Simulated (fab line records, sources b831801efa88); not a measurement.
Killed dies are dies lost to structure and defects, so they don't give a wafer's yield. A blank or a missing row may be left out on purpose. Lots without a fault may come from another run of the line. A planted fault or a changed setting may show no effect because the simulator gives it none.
Split-lot experiment | flow sky130 | 5 lots, 23 wafers read, on a route of 708 steps

THE SPLIT
At SKY_RES_XHIGH_COAT_02 (resist thk 1140 nm), the setting resist_thk_nm was moved away from the recipe's 1140 nm on 7 of the 23 wafers read, by -4.6% to +5.9%. The other wafers ran this setting at the recipe's value.

The reading is taken at the split's own step.

THE READING
NOVOLAK_of_RES_XHIGH_COAT_02.thk_nm (the simulator's own value, which no gauge read), in nm, at SKY_RES_XHIGH_COAT_02 (resist thk 1140 nm). The file gives no usual value for it. The 16 wafers here that ran the recipe average 1141 nm, standard deviation 3.1 nm.

wafer  | tool, chamber at the split | resist_thk_nm as run, nm | against the recipe | NOVOLAK_of_RES_XHIGH_COAT_02.thk_nm, nm | against lot-mates on the recipe
L074.1 | litho_track-03, 0          | 1140                     | recipe             | 1138                                    | -
L074.2 | litho_track-03, 0          | 1140                     | recipe             | 1140                                    | -
L074.3 | litho_track-03, 0          | 1087                     | -4.6%              | 1088                                    | -52
L074.4 | litho_track-03, 0          | 1087                     | -4.6%              | 1088                                    | -52
L074.6 | litho_track-03, 0          | 1140                     | recipe             | 1141                                    | -
L075.1 | litho_track-03, 0          | 1140                     | recipe             | 1139                                    | -
L075.3 | litho_track-03, 0          | 1140                     | recipe             | 1139                                    | -
L075.4 | litho_track-03, 0          | 1140                     | recipe             | 1140                                    | -
L075.5 | litho_track-03, 0          | 1140                     | recipe             | 1142                                    | -
L075.6 | litho_track-03, 0          | 1140                     | recipe             | 1141                                    | -
L076.1 | litho_track-02, 0          | 1177                     | +3.2%              | 1181                                    | +34
L076.6 | litho_track-02, 0          | 1177                     | +3.2%              | 1181                                    | +34
L076.2 | litho_track-02, 0          | 1177                     | +3.2%              | 1183                                    | +36
L076.3 | litho_track-02, 0          | 1140                     | recipe             | 1146                                    | -
L076.5 | litho_track-02, 0          | 1140                     | recipe             | 1148                                    | -
L077.1 | litho_track-04, 0          | 1207                     | +5.9%              | 1207                                    | +70
L077.2 | litho_track-04, 0          | 1140                     | recipe             | 1135                                    | -
L077.3 | litho_track-04, 0          | 1140                     | recipe             | 1138                                    | -
L077.6 | litho_track-04, 0          | 1140                     | recipe             | 1138                                    | -
L077.4 | litho_track-04, 0          | 1207                     | +5.9%              | 1206                                    | +69
L081.1 | litho_track-03, 0          | 1140                     | recipe             | 1141                                    | -
L081.3 | litho_track-03, 0          | 1140                     | recipe             | 1141                                    | -
L081.2 | litho_track-03, 0          | 1140                     | recipe             | 1143                                    | -

THE FIT
A straight line over all 23 wafers: NOVOLAK_of_RES_XHIGH_COAT_02.thk_nm changes by +11.5 nm for each +1% of resist_thk_nm; r = +0.99; the points scatter about the line by 3.1 nm.
The same after taking each lot's own level away (the mean of its wafers on the recipe; 23 wafers): +11.4 nm for each +1%; r = +1.00; scatter 1.7 nm.
On that fit, the largest move of resist_thk_nm shifts the reading by 67 nm.
The lots' own levels span 1137.0 to 1147.0 nm, that is 3.3 times the standard deviation above.
So the lot-to-lot level changes the slope little: the two slopes agree.
Check: with one of the wafers moved furthest among these (+5.9%) left out of the fit, the line predicts +65.7 nm for it against its lot-mates. It came out at +70 nm against them.

OTHER SPLITS ON THESE WAFERS
These wafers also went through other splits before the reading. Each is held against what the fit with the lots' levels taken away leaves over:
other split on the same wafers     | wafers away from the commonest value | r with NOVOLAK_of_RES_XHIGH_COAT_02.thk_nm (lot level and that fit taken away)
SKY_SD_P_DEVELOP_06 develop_time_s | 8                                    | -0.21

THE WHOLE CHAIN: every reading that the file lists as answering this split, in the file's order
step                   | what it does       | reading                                                                              | change (the file's fit)              | r (the file's)
SKY_RES_XHIGH_COAT_02  | resist thk 1140 nm | NOVOLAK_of_RES_XHIGH_COAT_02.thk_nm (the simulator's own value, which no gauge read) | +11.4 nm for each +1% of the setting | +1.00
SKY_RES_XHIGH_STRIP_08 | strips in O2/N2    | strip_time_to_endpoint_s                                                             | withheld for each +1% of the setting | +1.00

THE FILE'S OWN FIT
NOVOLAK_of_RES_XHIGH_COAT_02.thk_nm changes by +11.4 nm for each +1% of resist_thk_nm, r = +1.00.
